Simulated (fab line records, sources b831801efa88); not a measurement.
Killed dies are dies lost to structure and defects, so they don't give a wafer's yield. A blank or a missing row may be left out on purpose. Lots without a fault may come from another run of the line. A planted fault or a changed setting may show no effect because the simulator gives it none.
Problem report in the 8D (eight disciplines) form, filled by code | flow gf180mcu | the parts of the form that need people (team, actions taken, sign-off) are left out

1. THE PROBLEM
oes_product_au at GF_PASSIVATION_ETCH_11 reads a mean of 0.899 a.u. on 1 wafer of 1 lot; wafers without a fault read 0.975 a.u. with a standard deviation of 0.0066. That is -12 standard deviations from the usual mean.
The step: etches the open film in CF4/O2, stops on TiN, target depth 1800 nm, time 390.4 s.
First seen on wafer L804.1, day 32 11:48, on rie_diel-03. The record holds 39 wafers of 13 lots with a number at this step. Rule for "out", or "out of limits": more than 4 standard deviations from the usual mean. The other wafers with a number count as sound.

2. WHAT IT IS AND WHAT IT IS NOT
question                    | is                | is not
which readings at this step | oes_product_au    | drypump_motor_current_A
which lots                  | L804              | L792, L793, L794, L795, L796, L797, L808, L809, L810, L811, L813, L814
which wafers of those lots  | L804.1            | L804.2, L804.3
read on which tools         | rie_diel-03       | rie_diel-02, rie_diel-04
when                        | from day 32 11:48 | up to then (20 sound wafers); but 18 sound wafers of L808, L809, L810, L811, L813, L814 came after

3. SUSPECTS, AND WHAT RULES EACH OUT
Counting: a tool at a process step up to the reading stays a suspect if it ran every lot that is out. Sound lots after the first of them don't rule it out here, since some wafers of a struck lot are sound.
- rie_diel-01 at GF_V5_ETCH_17 (etches SiO2 in C4F8/O2/Ar, stops on TiN, target depth 855 nm): kept. It ran the lot that is out, L804 (day 31 00:31); its last sound lot up to then is L797 (day 28 19:22). GF_V5_ETCH_17 gives no start for some lots, so the hours and the order of its lots are those of GF_V5_SPUTTER_22.
- pvd_sputter-03 at GF_V5_SPUTTER_22 (material TiN, target thk 10 nm, time 40 s): kept. It ran the lot that is out, L804 (day 31 00:31); its last sound lot up to then is L796 (day 28 11:14).
- rie_diel-03 at GF_PASSIVATION_ETCH_11 (etches the open film in CF4/O2, stops on TiN, target depth 1800 nm, time 390.4 s): kept. It ran the lot that is out, L804 (day 32 11:48). Its own readings are out on those wafers: oes_product_au.
- Within rie_diel-01 at GF_V5_ETCH_17: the wafers that are out ran in chamber 2; their sound lot-mates ran in chambers 0, 1.
- Within rie_diel-03 at GF_PASSIVATION_ETCH_11: the wafers that are out ran in chamber 3; their sound lot-mates ran in chambers 0, 1.
Left after counting: rie_diel-01 at GF_V5_ETCH_17, pvd_sputter-03 at GF_V5_SPUTTER_22, rie_diel-03 at GF_PASSIVATION_ETCH_11.

4. THE CAUSE (what the simulator had put in)
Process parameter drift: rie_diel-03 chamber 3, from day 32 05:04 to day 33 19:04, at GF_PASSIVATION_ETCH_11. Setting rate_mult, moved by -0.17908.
Counting left 3 suspects, and this tool is among them.

5. THE CHAIN OF EFFECTS, in route order
Each row: a reading whose mean over the struck wafers that have a number lies more than 3 standard deviations from the usual. Only readings for which the record gives a usual standard deviation are gone through. hours: the time from each lot's start at the first step in this table that gives one to its start at this step, as a median over the lots. sigmas: the change in usual standard deviations.
hours | step                    | reading                  | usual      | on struck wafers | change | sigmas
0     | GF_PASSIVATION_ETCH_11  | oes_product_au           | 0.975 a.u. | 0.899            | -0.076 | -12
0     | GF_PASSIVATION_STRIP_12 | strip_time_to_endpoint_s | 35.13 s    | 37.08            | +1.95  | +8.9
The process steps in it:
- GF_PASSIVATION_ETCH_11: etches the open film in CF4/O2, stops on TiN, target depth 1800 nm, time 390.4 s.
- GF_PASSIVATION_STRIP_12: strips in O2/N2.

6. WHAT WOULD HAVE CAUGHT IT SOONER
In this record the first reading out of limits was taken at day 32 11:48, 7 hours after the fault began at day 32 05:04.
